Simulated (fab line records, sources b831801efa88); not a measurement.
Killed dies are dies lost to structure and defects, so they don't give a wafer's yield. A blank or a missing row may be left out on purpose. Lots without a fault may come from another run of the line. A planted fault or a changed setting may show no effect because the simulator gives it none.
Problem report in the 8D (eight disciplines) form, filled by code | flow gf180mcu | the parts of the form that need people (team, actions taken, sign-off) are left out

1. THE PROBLEM
heater_power_total_W at GF_PSD_SOFTBAKE_03 reads a mean of 61.91 W on 6 wafers of 2 lots; wafers without a fault read 56.60 W with a standard deviation of 0.041. That is +99 or more standard deviations from the usual mean.
The step: time 60 s.
First seen on wafer L408.2, day 19 20:29, on litho_track-04. The record holds 42 wafers of 14 lots with a number at this step. Rule for "out", or "out of limits": more than 4 standard deviations from the usual mean. The other wafers with a number count as sound.

2. WHAT IT IS AND WHAT IT IS NOT
question                    | is                                 | is not
which readings at this step | heater_power_total_W, run_length_s | resist_line_temp_C
which lots                  | L408, L409                         | L392, L393, L394, L395, L396, L397, L398, L400, L401, L404, L406, L414
which wafers of those lots  | all that have a number             | -
read on which tools         | litho_track-04                     | litho_track-02, litho_track-03
when                        | from day 19 20:29                  | up to then (33 sound wafers); but 3 sound wafers of L414 came after

3. SUSPECTS, AND WHAT RULES EACH OUT
Counting: a tool at a process step up to the reading stays a suspect if it ran every lot that is out and no sound lot after the first of them.
- litho_track-04 at GF_PSD_SOFTBAKE_03 (time 60 s): kept. It ran every lot that is out, first L408 (day 19 20:29), and no sound lot after that; its last sound lot up to then is L396 (day 15 10:10). Its own readings are out on those wafers: heater_power_total_W, run_length_s.
Left after counting: litho_track-04 at GF_PSD_SOFTBAKE_03.

4. THE CAUSE (what the simulator had put in)
Process parameter drift: litho_track-04, from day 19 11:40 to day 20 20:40, at GF_PSD_SOFTBAKE_03. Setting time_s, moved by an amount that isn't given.
Counting left only this tool.

5. THE CHAIN OF EFFECTS, in route order
Each row: a reading whose mean over the struck wafers that have a number lies more than 3 standard deviations from the usual. Only readings for which the record gives a usual standard deviation are gone through. hours: the time from each lot's start at the first step in this table that gives one to its start at this step, as a median over the lots. sigmas: the change in usual standard deviations.
hours | step               | reading              | usual   | on struck wafers | change | sigmas
0     | GF_PSD_SOFTBAKE_03 | heater_power_total_W | 56.60 W | 61.91            | +5.30  | +99 or more
0     | GF_PSD_SOFTBAKE_03 | run_length_s         | 88.95 s | 75.10            | -13.85 | -53
The process steps in it:
- GF_PSD_SOFTBAKE_03: time 60 s.

6. WHAT WOULD HAVE CAUGHT IT SOONER
In this record the first reading out of limits was taken at day 19 20:29, 9 hours after the fault began at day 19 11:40.
